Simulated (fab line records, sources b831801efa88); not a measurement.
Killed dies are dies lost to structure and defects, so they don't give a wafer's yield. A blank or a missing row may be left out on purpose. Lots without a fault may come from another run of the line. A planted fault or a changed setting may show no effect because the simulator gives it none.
Split-lot experiment | flow sky130 | 5 lots, 23 wafers read, on a route of 708 steps

THE SPLIT
At SKY_POLY_CUT_COAT_03 (resist thk 450 nm), the setting spin_rpm was moved away from the recipe's 3000 rpm on 6 of the 23 wafers read, by -6.2% to -4.2%. The other wafers ran this setting at the recipe's value.

The reading is taken at the split's own step.

THE READING
KrF-thick_of_POLY_CUT_COAT_03.thk_nm (the simulator's own value, which no gauge read), in nm, at SKY_POLY_CUT_COAT_03 (resist thk 450 nm). The file gives no usual value for it. The 17 wafers here that ran the recipe average 449.8 nm, standard deviation 0.91 nm.

wafer  | tool, chamber at the split | spin_rpm as run, rpm | against the recipe | KrF-thick_of_POLY_CUT_COAT_03.thk_nm, nm | against lot-mates on the recipe
L079.1 | litho_track-02, 0          | 3000                 | recipe             | 450.1                                    | -
L079.2 | litho_track-02, 0          | 2815                 | -6.2%              | 463.7                                    | +13.4
L079.3 | litho_track-02, 0          | 2815                 | -6.2%              | 463.7                                    | +13.4
L079.4 | litho_track-02, 0          | 3000                 | recipe             | 450.3                                    | -
L079.6 | litho_track-02, 0          | 3000                 | recipe             | 450.4                                    | -
L077.1 | litho_track-02, 0          | 2863                 | -4.6%              | 459.2                                    | +9.2
L077.2 | litho_track-02, 0          | 3000                 | recipe             | 450.1                                    | -
L077.3 | litho_track-02, 0          | 3000                 | recipe             | 450.3                                    | -
L077.5 | litho_track-02, 0          | 2863                 | -4.6%              | 460.5                                    | +10.5
L077.6 | litho_track-02, 0          | 3000                 | recipe             | 449.6                                    | -
L080.1 | litho_track-02, 0          | 3000                 | recipe             | 450.5                                    | -
L080.2 | litho_track-02, 0          | 3000                 | recipe             | 449.5                                    | -
L080.4 | litho_track-02, 0          | 2873                 | -4.2%              | 460.6                                    | +10.6
L080.5 | litho_track-02, 0          | 2873                 | -4.2%              | 460.3                                    | +10.3
L080.6 | litho_track-02, 0          | 3000                 | recipe             | 450.1                                    | -
L084.1 | litho_track-03, 0          | 3000                 | recipe             | 448.6                                    | -
L084.3 | litho_track-03, 0          | 3000                 | recipe             | 449.3                                    | -
L084.4 | litho_track-03, 0          | 3000                 | recipe             | 451.7                                    | -
L084.5 | litho_track-03, 0          | 3000                 | recipe             | 450.7                                    | -
L084.6 | litho_track-03, 0          | 3000                 | recipe             | 449.8                                    | -
L085.3 | litho_track-02, 0          | 3000                 | recipe             | 448.3                                    | -
L085.4 | litho_track-02, 0          | 3000                 | recipe             | 449                                      | -
L085.5 | litho_track-02, 0          | 3000                 | recipe             | 448                                      | -

THE FIT
A straight line over all 23 wafers: KrF-thick_of_POLY_CUT_COAT_03.thk_nm changes by -2.3 nm for each +1% of spin_rpm; r = -0.99; the points scatter about the line by 0.9 nm.
The same after taking each lot's own level away (the mean of its wafers on the recipe; 23 wafers): -2.23 nm for each +1%; r = -0.99; scatter 0.7 nm.
On that fit, the largest move of spin_rpm shifts the reading by 14 nm.
The lots' own levels span 448.43 to 450.27 nm, that is 2.0 times the standard deviation above.
So the lot-to-lot level changes the slope little: the two slopes agree.
Check: with one of the wafers moved furthest among these (-6.2%) left out of the fit, the line predicts +13.9 nm for it against its lot-mates. It came out at +13.4 nm against them.

THE WHOLE CHAIN: every reading that the file lists as answering this split, in the file's order
step                  | what it does      | reading                                                                               | change (the file's fit)              | r (the file's)
SKY_POLY_CUT_COAT_03  | resist thk 450 nm | KrF-thick_of_POLY_CUT_COAT_03.thk_nm (the simulator's own value, which no gauge read) | -2.24 nm for each +1% of the setting | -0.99
SKY_POLY_CUT_STRIP_12 | strips in O2/N2   | strip_time_to_endpoint_s                                                              | withheld for each +1% of the setting | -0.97

THE FILE'S OWN FIT
KrF-thick_of_POLY_CUT_COAT_03.thk_nm changes by -2.24 nm for each +1% of spin_rpm, r = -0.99.
